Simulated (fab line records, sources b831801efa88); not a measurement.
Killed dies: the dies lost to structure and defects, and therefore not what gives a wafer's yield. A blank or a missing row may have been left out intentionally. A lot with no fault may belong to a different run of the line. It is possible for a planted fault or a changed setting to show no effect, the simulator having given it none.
A single fault, viewed from 2 desks :: flow gf180mcu :: every desk sees just its own numbers, and what lay behind them comes last

## FROM THE METROLOGY DESK
Lot by lot, what the gauges showed, no matter which tool ran the lot: averages of those sampled wafers that carry a number. Any lot whose mean is over 4 standard deviations away from the usual mean is out of limits and marked OUT; that distance is given in the brackets.
Columns: A = cdNm at GF_TOP_METAL_CD_MEAS_14, usual 441.0 nm
lot: L933
first seen here: day 28 01:33
A: 440.5

lot: L934
first seen here: day 28 09:05
A: 441.0

lot: L936
first seen here: day 29 03:58
A: 442.8

lot: L938
first seen here: day 29 18:40
A: 443.6

lot: L939
first seen here: day 29 19:49
A: 441.5

lot: L940
first seen here: day 30 09:47
A: 441.3

lot: L941
first seen here: day 30 10:05
A: 440.2

lot: L943
first seen here: day 31 03:29
A: 439.7

lot: L944
first seen here: day 31 14:08
A: 442.0

lot: L946
first seen here: day 31 20:49
A: 441.2

lot: L948
first seen here: day 32 09:59
A: 441.9

lot: L950
first seen here: day 32 19:50
A: 441.1

lot: L954
first seen here: day 33 20:13
A: 444.0
Finding of this desk: none of the 13 lots has anything out of limits.

## AT THE TOOL OWNER'S DESK: pvdSputter-03
At GF_V3_SPUTTER_22 (material TiN, target thk 10 nm, time 40 s) the tool's own readings: per lot run on this tool, the mean of the sampled wafers that have a number. Any lot whose mean is over 4 standard deviations away from the usual mean is out of limits and marked OUT; that distance is given in the brackets.
Columns: A = throttleValvePct at GF_V3_SPUTTER_22, usual 29.7 %
lot: L936
first seen here: day 23 16:19
A: 29.6

lot: L940
first seen here: day 25 03:06
A: 30.2

lot: L941
first seen here: day 25 04:37
A: 30.2

lot: L943
first seen here: day 25 23:39
A: 28.6

lot: L944
first seen here: day 26 12:45
A: 29.3

lot: L954
first seen here: day 29 06:10
A: 30.2
Finding of this desk: none of the 6 lots has anything out of limits.

## PUT TOGETHER
From the metrology desk's view, nothing was out of limits.
Nothing out of limits was seen by the tool owner's desk.

## WHAT HAD BEEN PUT IN BY THE SIMULATOR
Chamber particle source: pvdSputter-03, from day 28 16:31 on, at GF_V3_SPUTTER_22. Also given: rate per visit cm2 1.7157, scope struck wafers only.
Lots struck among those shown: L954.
